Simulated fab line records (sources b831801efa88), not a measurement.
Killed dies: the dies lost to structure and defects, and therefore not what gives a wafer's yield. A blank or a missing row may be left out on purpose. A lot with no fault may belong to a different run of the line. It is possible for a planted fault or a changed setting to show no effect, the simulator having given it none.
fab line records    flow gf180mcu
record: lots: 14  wafers: 42  last-day: 34
route steps=602 shown M2@379 V2@400 M5@536 TOP_METAL@569
lots that met no fault: from a run of the same line without faults
start-h: hours from the record's first day to the start of the lot's first wafer shown    wait-h: how many hours have passed since the lot's step before this one    " repeats the value in the row above    L1.1+2: one row covering several wafers at once    - no value present, or no start provided    * or withheld: withheld    < > ~ a bound
route shown NAME@n: names a module that has steps shown in the file, with the first one's number in the route    usual: mean/standard deviation of fault-free wafers    same: alike in all rows    chamber/n: place in a boat    sites: the reading at each site    _std_site: the standard deviation of these    _edge_site: mean of outer sites minus mean of inner sites    radius-mm: for every site, how far away it sits from the centre of the wafer    mask NAME#n: copy n    behind: the most recent tool/chamber to have shaped the wafer    hold: why the lot was held/for how many hours/how that ended    device: whichever transistor did not switch (one of n, p or np)    end of line: the tests these same wafers got at the end of their route    a step with no rows: only its recipe    killed: count of dies lost to structure and defects at first sort (not the wafer's yield)    map: a wafer's dies, marking killed ones x, the rest . and places with no die _
set.NAME: the setting that was run; set.NAME@STEP: the one run at that earlier step    model.NAME: the simulator's own value behind a step, which no gauge read
one table for each step of the route and one row for each wafer, over a sample of lots
services: from which hour (start-h, from the record's first day; less than 0 if before it) a tool's chamber was out of use, for how many hours, and why
== steps ==
step: GF_M2_STRIP_17
recipe: chemistry: O2/N2  power-w: 1400  pressure-mtorr: 1500  platen-temp-c: 250  o2-flow-sccm: 3000  n2-flow-sccm: 300  overash-fraction: 0.5
usual: drypump-motor-current-A: 6.0/0.36  heater-power-w: 332/23  o2-flow-sccm: 3000/9.1  oes-product-au: 0.556/0.0048  strip-time-to-endpoint-s: 7.86/0.045
lot.wafer  tool             chamber  start-h  wait-h  drypump-motor-current-A  heater-power-w  o2-flow-sccm  oes-product-au  rf-hours-counter-h  strip-time-to-endpoint-s
L422.1     plasma-asher-02  1        433.58   0.1     6.6                      367             2996          0.554           67                  7.79
L422.2     "                0        "        "       5.4                      311             2995          0.555           67                  7.86
L422.4     "                1        "        "       6.6                      363             2991          0.554           -                   7.80
L423.2     plasma-asher-04  0        444.40   0.1     6.3                      349             3007          0.553           72                  7.80
L423.4     "                0        "        "       6.3                      350             3006          0.551           -                   7.84
L423.6     "                0        "        "       6.3                      355             2992          0.556           -                   7.81
L424.3     plasma-asher-03  1        447.12   0.1     6.0                      309             3014          0.562           -                   7.86
L424.5     "                0        "        "       5.7                      317             2991          0.547           -                   7.86
L424.6     "                1        "        "       6.0                      307             2992          0.551           -                   7.83
L426.1     plasma-asher-03  1        471.55   0.1     6.0                      307             3012          0.562           37                  7.86
L426.2     "                0        "        "       5.7                      314             3007          0.561           37                  7.83
L426.5     "                1        "        "       6.1                      300             3014          0.551           -                   7.82
L427.1     plasma-asher-02  0        483.05   0.1     5.4                      309             3007          0.559           73                  7.75
L427.5     "                0        "        "       5.4                      312             3011          0.565           -                   7.82
L427.6     "                1        "        "       6.6                      363             3003          0.557           -                   7.78
L429.1     plasma-asher-04  0        506.15   0.1     6.3                      357             3008          0.562           77                  7.86
L429.4     "                0        "        "       6.3                      359             3002          0.556           -                   7.89
L429.5     "                0        "        "       6.3                      357             3004          0.552           -                   7.86
L434.2     plasma-asher-02  1        548.41   0.1     6.6                      364             2998          0.555           80                  7.76
L434.4     "                1        "        "       6.6                      369             2983          0.552           -                   7.82
L434.6     "                0        "        "       5.5                      306             2996          0.558           -                   7.87
L436.2     plasma-asher-04  0        562.00   0.1     6.3                      350             2997          0.552           83                  7.91
L436.4     "                0        "        "       6.3                      349             2990          0.559           -                   7.90
L436.6     "                1        "        "       5.9                      347             3005          0.557           -                   7.90
L437.1     plasma-asher-03  1        566.89   0.2     6.0                      307             2999          0.553           47                  7.82
L437.4     "                0        "        "       5.7                      316             3001          0.554           -                   7.86
L437.5     "                0        "        "       5.8                      306             3004          0.557           -                   7.91
L438.1     plasma-asher-04  0        572.59   0.2     6.3                      352             2993          0.558           84                  7.89
L438.2     "                1        "        "       5.9                      333             3000          0.553           84                  7.85
L438.6     "                1        "        "       5.9                      333             3014          0.556           -                   7.87
L439.4     plasma-asher-04  1        579.43   0.1     6.0                      334             2982          0.554           -                   7.86
L439.5     "                0        "        "       6.3                      355             3014          0.553           -                   7.85
L439.6     "                1        "        "       5.9                      342             2989          0.552           -                   7.86
L442.2     plasma-asher-04  0        596.75   0.1     6.3                      350             2998          0.560           86                  7.87
L442.4     "                1        "        "       5.9                      339             3004          0.554           -                   7.84
L442.5     "                0        "        "       6.3                      345             3003          0.554           -                   7.84
L443.2     plasma-asher-04  0        605.65   0.1     6.3                      351             2999          0.567           87                  7.91
L443.5     "                0        "        "       6.3                      357             2995          0.551           -                   7.90
L443.6     "                1        "        "       5.9                      343             3011          0.557           -                   7.89
L444.1     plasma-asher-02  1        614.61   0.1     6.6                      365             2987          0.558           87                  7.87
L444.3     "                1        "        "       6.6                      365             2996          0.558           -                   7.88
L444.4     "                0        "        "       5.5                      308             3025          0.556           -                   7.88
step: GF_V2_STRIP_18
recipe: chemistry: O2/N2  power-w: 1400  pressure-mtorr: 1500  platen-temp-c: 250  o2-flow-sccm: 3000  n2-flow-sccm: 300  overash-fraction: 0.5
usual: drypump-motor-current-A: 5.7/0.52  heater-power-w: 337/20  o2-flow-sccm: 3000/9.9  oes-product-au: 0.594/0.0049
lot.wafer  tool             chamber  start-h  wait-h  drypump-motor-current-A  heater-power-w  o2-flow-sccm  oes-product-au  rf-hours-counter-h
L422.1     plasma-asher-02  1        460.52   -       6.6                      367             3026          0.596           70
L422.2     "                0        "        "       5.5                      307             2998          0.586           70
L422.4     "                0        "        "       5.5                      306             3008          0.599           -
L423.2     plasma-asher-01  1        470.47   -       5.0                      348             2996          0.594           4
L423.4     "                1        "        "       5.0                      354             3010          0.602           -
L423.6     "                0        "        "       5.6                      310             2997          0.592           -
L424.3     plasma-asher-02  1        473.45   -       6.6                      356             2996          0.591           -
L424.5     "                1        "        "       6.6                      367             2997          0.600           -
L424.6     "                0        "        "       5.4                      304             2982          0.588           -
L426.1     plasma-asher-01  1        497.42   -       5.0                      348             2993          0.598           7
L426.2     "                0        "        "       5.6                      307             3001          0.594           7
L426.5     "                0        "        "       5.6                      309             2999          0.592           -
L427.1     plasma-asher-04  1        508.37   -       6.0                      336             3004          0.590           78
L427.5     "                1        "        "       5.9                      335             3008          0.590           -
L427.6     "                0        "        "       6.3                      346             2985          0.601           -
L429.1     plasma-asher-02  1        530.86   -       6.6                      359             3006          0.595           78
L429.4     "                0        "        "       5.5                      308             2987          0.588           -
L429.5     "                0        "        "       5.5                      308             2985          0.604           -
L434.2     plasma-asher-04  0        571.91   -       6.3                      351             3018          0.594           84
L434.4     "                0        "        "       6.3                      350             3010          0.595           -
L434.6     "                1        "        "       5.9                      338             3001          0.599           -
L436.2     plasma-asher-04  0        584.61   -       6.3                      350             2985          0.593           85
L436.4     "                1        "        "       5.9                      334             2987          0.589           -
L436.6     "                1        "        "       6.0                      335             2996          0.601           -
L437.1     plasma-asher-01  1        589.46   -       5.0                      351             3012          0.598           17
L437.4     "                0        "        "       5.6                      311             2997          0.587           -
L437.5     "                1        "        "       5.0                      348             3026          0.597           -
L438.1     plasma-asher-04  0        595.21   -       6.3                      343             3009          0.589           86
L438.2     "                1        "        "       5.9                      344             3000          0.592           86
L438.6     "                1        "        "       6.0                      335             2995          0.590           -
L439.4     plasma-asher-02  0        602.00   -       5.5                      300             2982          0.595           -
L439.5     "                0        "        "       5.5                      303             2992          0.586           -
L439.6     "                1        "        "       6.6                      369             3002          0.588           -
L442.2     plasma-asher-01  1        619.42   -       5.0                      352             2998          0.592           21
L442.4     "                1        "        "       5.0                      345             3012          0.592           -
L442.5     "                1        "        "       5.0                      356             3008          0.600           -
L443.2     plasma-asher-02  1        628.26   -       6.6                      350             2991          0.593           89
L443.5     "                0        "        "       5.4                      314             2991          0.595           -
L443.6     "                1        "        "       6.6                      371             3009          0.594           -
L444.1     plasma-asher-01  1        636.62   -       5.0                      355             3001          0.589           23
L444.3     "                0        "        "       5.6                      306             3002          0.589           -
L444.4     "                1        "        "       5.0                      356             3013          0.603           -
step: GF_M5_METAL_ETCH_10
recipe: chemistry: Cl2/BCl3  mask-material: KrF  target-depth-nm: 627.5  stop-on: SiO2  pressure-mtorr: 8  icp-w: 800  bias-w: 140  Cl2_flow_sccm: 80  bcl3-flow-sccm: 40  time-s: 104.6
usual: bcl3-flow-sccm: 39.99/0.11  bias-w: 140.0/0.4  drypump-motor-current-A: 6.0/0.57  oes-product-au: 0.974/0.0068  throttle-valve-pct: 28.249/0.01
lot.wafer  tool          chamber  start-h  wait-h  bcl3-flow-sccm  bias-w  drypump-motor-current-A  oes-product-au  rf-hours-counter-h  throttle-valve-pct
L422.1     rie-metal-01  1        605.46   0.0     40.11           140.4   6.3                      0.972           8                   28.249
L422.2     "             1        "        "       40.07           140.9   6.3                      0.970           -                   28.275
L422.4     "             1        "        "       40.02           140.2   6.3                      0.962           -                   28.249
L423.2     rie-metal-02  1        614.24   0.0     39.99           139.6   6.1                      0.974           1                   28.242
L423.4     "             1        "        "       40.04           139.7   6.1                      0.986           -                   28.244
L423.6     "             1        "        "       39.79           140.3   6.1                      0.972           -                   28.232
L424.3     rie-metal-01  0        618.34   0.0     40.03           140.1   6.6                      0.987           -                   28.225
L424.5     "             1        "        "       40.07           139.8   6.3                      0.975           -                   28.252
L424.6     "             0        "        "       39.84           140.0   6.6                      0.975           -                   28.260
L426.1     rie-metal-02  1        636.90   0.0     39.80           140.3   6.1                      0.975           1                   28.266
L426.2     "             0        "        "       40.07           139.8   5.2                      0.983           11                  28.228
L426.5     "             0        "        "       40.07           139.3   5.1                      0.983           -                   28.249
L427.1     rie-metal-01  1        645.99   0.0     40.01           140.2   6.3                      0.966           10                  28.253
L427.5     "             1        "        "       39.98           139.7   6.2                      0.966           -                   28.253
L427.6     "             0        "        "       39.72           139.7   6.7                      0.980           -                   28.251
L429.1     rie-metal-01  0        665.74   0.0     39.80           140.4   6.6                      0.973           2                   28.239
L429.4     "             1        "        "       39.93           140.2   6.3                      0.975           -                   28.259
L429.5     "             0        "        "       39.98           139.9   6.6                      0.974           -                   28.255
L434.2     rie-metal-02  0        699.00   0.0     39.91           139.4   5.2                      0.977           -                   28.260
L434.4     "             0        "        "       39.83           139.8   5.2                      0.969           -                   28.246
L434.6     "             0        "        "       40.12           139.8   5.2                      0.982           -                   28.258
L436.2     rie-metal-02  0        711.08   0.0     -               -       -                        -               -                   -
L436.4     "             0        "        "       -               -       -                        -               -                   -
L436.6     "             0        "        "       -               -       -                        -               -                   -
L437.1     rie-metal-02  0        715.36   0.0     -               -       -                        -               -                   -
L437.4     "             0        "        "       -               -       -                        -               -                   -
L437.5     "             0        "        "       -               -       -                        -               -                   -
L438.1     rie-metal-01  0        720.00   0.0     40.02           140.0   6.7                      0.979           4                   28.239
L438.2     "             1        "        "       39.98           140.0   6.3                      0.973           13                  28.238
L438.6     "             1        "        "       39.99           139.4   6.3                      0.971           -                   28.260
L439.4     rie-metal-01  0        726.80   0.0     40.09           140.6   6.6                      0.968           -                   28.252
L439.5     "             0        "        "       40.27           140.4   6.6                      0.975           -                   28.257
L439.6     "             1        "        "       40.00           140.0   6.3                      0.977           -                   28.249
L442.2     rie-metal-02  1        742.09   0.0     40.16           139.3   6.1                      0.973           5                   28.243
L442.4     "             0        "        "       40.04           140.7   5.2                      0.966           -                   28.233
L442.5     "             1        "        "       40.12           139.7   6.1                      0.973           -                   28.249
L443.2     rie-metal-01  0        748.84   0.0     40.03           140.5   6.6                      0.968           -                   28.255
L443.5     "             0        "        "       39.95           140.4   6.6                      0.963           -                   28.272
L443.6     "             0        "        "       40.00           139.8   6.6                      0.975           -                   28.228
L444.1     rie-metal-02  0        754.39   0.0     39.84           140.0   5.2                      0.961           3                   28.254
L444.3     "             0        "        "       39.89           140.0   5.2                      0.967           -                   28.256
L444.4     "             1        "        "       40.01           139.7   6.0                      0.964           -                   28.243
step: GF_M5_STRIP_11
recipe: chemistry: O2/N2  power-w: 1400  pressure-mtorr: 1500  platen-temp-c: 250  o2-flow-sccm: 3000  n2-flow-sccm: 300  overash-fraction: 0.5
usual: drypump-motor-current-A: 5.7/0.38  heater-power-w: 321/20  o2-flow-sccm: 2999/8.3  oes-product-au: 0.544/0.005  strip-time-to-endpoint-s: 7.54/0.052
lot.wafer  tool             chamber  start-h  wait-h  drypump-motor-current-A  heater-power-w  o2-flow-sccm  oes-product-au  rf-hours-counter-h  strip-time-to-endpoint-s
L422.1     plasma-asher-01  1        605.69   0.2     5.0                      354             2989          0.540           19                  7.47
L422.2     "                0        "        "       5.6                      310             2996          0.546           19                  7.49
L422.4     "                1        "        "       5.0                      355             3005          0.539           -                   7.47
L423.2     plasma-asher-03  0        614.35   0.1     5.7                      312             3005          0.540           52                  7.53
L423.4     "                1        "        "       6.1                      306             2988          0.545           -                   7.56
L423.6     "                0        "        "       5.7                      312             3005          0.544           -                   7.54
L424.3     plasma-asher-03  0        618.45   0.1     5.7                      306             2994          0.552           -                   7.49
L424.5     "                0        "        "       5.8                      316             2998          0.547           -                   7.47
L424.6     "                1        "        "       6.0                      302             2986          0.546           -                   7.50
L426.1     plasma-asher-03  0        637.02   0.1     5.7                      315             3005          0.549           55                  7.48
L426.2     "                1        "        "       6.1                      303             3010          0.542           55                  7.50
L426.5     "                1        "        "       6.0                      309             3004          0.540           -                   7.51
L427.1     plasma-asher-04  1        646.10   0.1     5.9                      345             2996          0.539           90                  7.50
L427.5     "                0        "        "       6.3                      359             3007          0.543           -                   7.49
L427.6     "                1        "        "       5.9                      343             3000          0.541           -                   7.54
L429.1     plasma-asher-01  0        665.85   0.1     5.6                      304             2996          0.552           26                  7.57
L429.4     "                0        "        "       5.6                      308             3007          0.549           -                   7.51
L429.5     "                0        "        "       5.6                      309             3006          0.546           -                   7.57
L434.2     plasma-asher-03  0        699.19   0.1     5.7                      310             3011          0.537           61                  7.49
L434.4     "                0        "        "       5.7                      315             2987          0.543           -                   7.51
L434.6     "                0        "        "       5.7                      319             2997          0.548           -                   7.50
L436.2     plasma-asher-03  0        711.27   0.1     5.7                      316             3006          0.650           63                  10.00
L436.4     "                0        "        "       5.8                      312             2997          0.643           -                   10.02
L436.6     "                1        "        "       6.0                      302             3001          0.647           -                   10.01
L437.1     plasma-asher-04  0        715.47   0.1     6.3                      350             2992          0.648           97                  9.97
L437.4     "                0        "        "       6.2                      354             2992          0.644           -                   9.95
L437.5     "                1        "        "       5.9                      345             3002          0.646           -                   9.97
L438.1     plasma-asher-04  1        720.11   0.1     6.0                      339             2995          0.548           97                  7.63
L438.2     "                0        "        "       6.3                      344             3012          0.542           97                  7.48
L438.6     "                1        "        "       5.9                      335             2984          0.538           -                   7.50
L439.4     plasma-asher-01  0        726.91   0.1     5.6                      308             3017          0.541           -                   7.61
L439.5     "                1        "        "       5.0                      350             2984          0.555           -                   7.60
L439.6     "                0        "        "       5.6                      309             3003          0.546           -                   7.49
L442.2     plasma-asher-01  1        742.24   0.1     5.0                      349             2996          0.540           35                  7.60
L442.4     "                1        "        "       5.0                      359             2997          0.553           -                   7.57
L442.5     "                0        "        "       5.6                      309             2995          0.547           -                   7.56
L443.2     plasma-asher-03  0        749.03   0.1     5.7                      311             3008          0.542           67                  7.58
L443.5     "                1        "        "       6.0                      299             3009          0.550           -                   7.57
L443.6     "                0        "        "       5.8                      303             2994          0.552           -                   7.56
L444.1     plasma-asher-03  0        754.54   0.1     5.7                      320             2991          0.542           68                  7.52
L444.3     "                0        "        "       5.7                      314             2993          0.532           -                   7.50
L444.4     "                1        "        "       6.1                      302             2997          0.543           -                   7.52
step: GF_TOP_METAL_SPUTTER_02
recipe: material: AlCu  target-thk-nm: 900  power-w: 10600  chamber-pressure-pa: 0.3  substrate-temp-c: 250  gas: Ar  time-s: 47.82
usual: cathode-dc-power-W: 10600/1.9  throttle-valve-pct: 30.0/0.92
lot.wafer  tool            chamber  start-h  wait-h  cathode-dc-power-W  throttle-valve-pct
L422.1     pvd-sputter-01  -        629.93   0.0     10602               30.1
L422.2     "               -        "        "       10599               29.6
L422.4     "               -        "        "       10599               31.3
L423.2     pvd-sputter-03  -        637.19   0.0     10599               28.7
L423.4     "               -        "        "       10599               30.8
L423.6     "               -        "        "       10602               28.6
L424.3     pvd-sputter-02  -        641.93   0.0     10601               28.9
L424.5     "               -        "        "       10600               29.1
L424.6     "               -        "        "       10601               31.2
L426.1     pvd-sputter-03  -        660.05   0.0     10599               28.9
L426.2     "               -        "        "       10605               29.5
L426.5     "               -        "        "       10596               28.8
L427.1     pvd-sputter-02  -        667.61   0.0     10600               29.0
L427.5     "               -        "        "       10603               28.9
L427.6     "               -        "        "       10599               31.6
L429.1     pvd-sputter-03  -        687.93   0.0     10601               29.9
L429.4     "               -        "        "       10601               29.0
L429.5     "               -        "        "       10597               29.4
L434.2     pvd-sputter-02  -        719.60   0.0     10597               30.8
L434.4     "               -        "        "       10600               29.4
L434.6     "               -        "        "       10600               31.6
L438.1     pvd-sputter-01  -        740.16   0.0     10600               29.6
L438.2     "               -        "        "       10598               31.2
L438.6     "               -        "        "       10600               31.2
L439.4     pvd-sputter-01  -        747.20   0.0     10597               29.4
L439.5     "               -        "        "       10601               30.2
L439.6     "               -        "        "       10599               31.3
L442.2     pvd-sputter-03  -        761.54   0.0     10601               30.0
L442.4     "               -        "        "       10601               28.7
L442.5     "               -        "        "       10599               30.1
L443.2     pvd-sputter-03  -        768.58   0.0     10599               30.2
L443.5     "               -        "        "       10598               29.0
L443.6     "               -        "        "       10598               30.0
L444.1     pvd-sputter-03  -        773.34   0.0     10599               30.1
L444.3     "               -        "        "       10601               29.6
L444.4     "               -        "        "       10600               29.5
== services ==
tool             chamber  start-h  hours  kind
plasma-asher-01  -        412.00   5.2    repair
plasma-asher-01  -        421.33   9.0    pm
plasma-asher-01  0        421.33   9.0    vent-cycle
plasma-asher-01  1        421.33   9.0    vent-cycle
plasma-asher-01  0        430.33   -      clean
plasma-asher-01  1        430.33   -      clean
plasma-asher-04  -        444.76   5.3    repair
pvd-sputter-01   -        462.89   0.7    repair
rie-metal-01     1        520.37   74.3   repair
pvd-sputter-01   -        540.59   1.0    repair
rie-metal-02     1        565.70   -      clean
rie-metal-02     1        565.70   16.4   scheduled-down
rie-metal-02     1        565.70   16.4   vent-cycle
pvd-sputter-02   -        582.03   9.0    repair
plasma-asher-04  -        614.19   14.6   pm
plasma-asher-02  -        634.29   4.3    pm
rie-metal-02     -        637.84   1.1    repair
pvd-sputter-03   -        644.69   2.2    repair
plasma-asher-01  -        666.75   0.5    repair
plasma-asher-02  -        680.62   3.0    repair
rie-metal-02     1        698.15   14.9   repair
pvd-sputter-03   -        724.17   4.3    repair
plasma-asher-02  -        736.15   2.8    pm
pvd-sputter-02   -        770.04   1.9    repair
== key ==
first-sign: step: GF_M5_METAL_ETCH_10  reading: tool-record  direction: missing
effect: step: GF_M5_STRIP_11  reading: strip-time-to-endpoint-s  direction: up  sigmas: 47  usual: *  struck: *
met-at GF_M5_METAL_ETCH_10
struck-lots L436,L437
later-rows-left-out L436.2,L436.4,L436.6,L437.1,L437.4,L437.5
sort-left-out L436.2,L436.4,L436.6,L437.1,L437.4,L437.5
not-acting-at GF_M2_STRIP_17,GF_V2_STRIP_18,GF_TOP_METAL_SPUTTER_02
onset-between 699.00 711.08
fault: kind: skipped-step-whole  tool: rie-metal-02  chamber: -  onset-h: 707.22  steps: GF_M5_METAL_ETCH_10  scope: struck-lots-only
sort-left-out: the simulated sort isn't trusted on such a fault, so these wafers' sort isn't shown, and their yield isn't known
later-rows-left-out: the simulator's readings of these wafers behind a module that went badly wrong aren't trusted and aren't shown, but for the sort
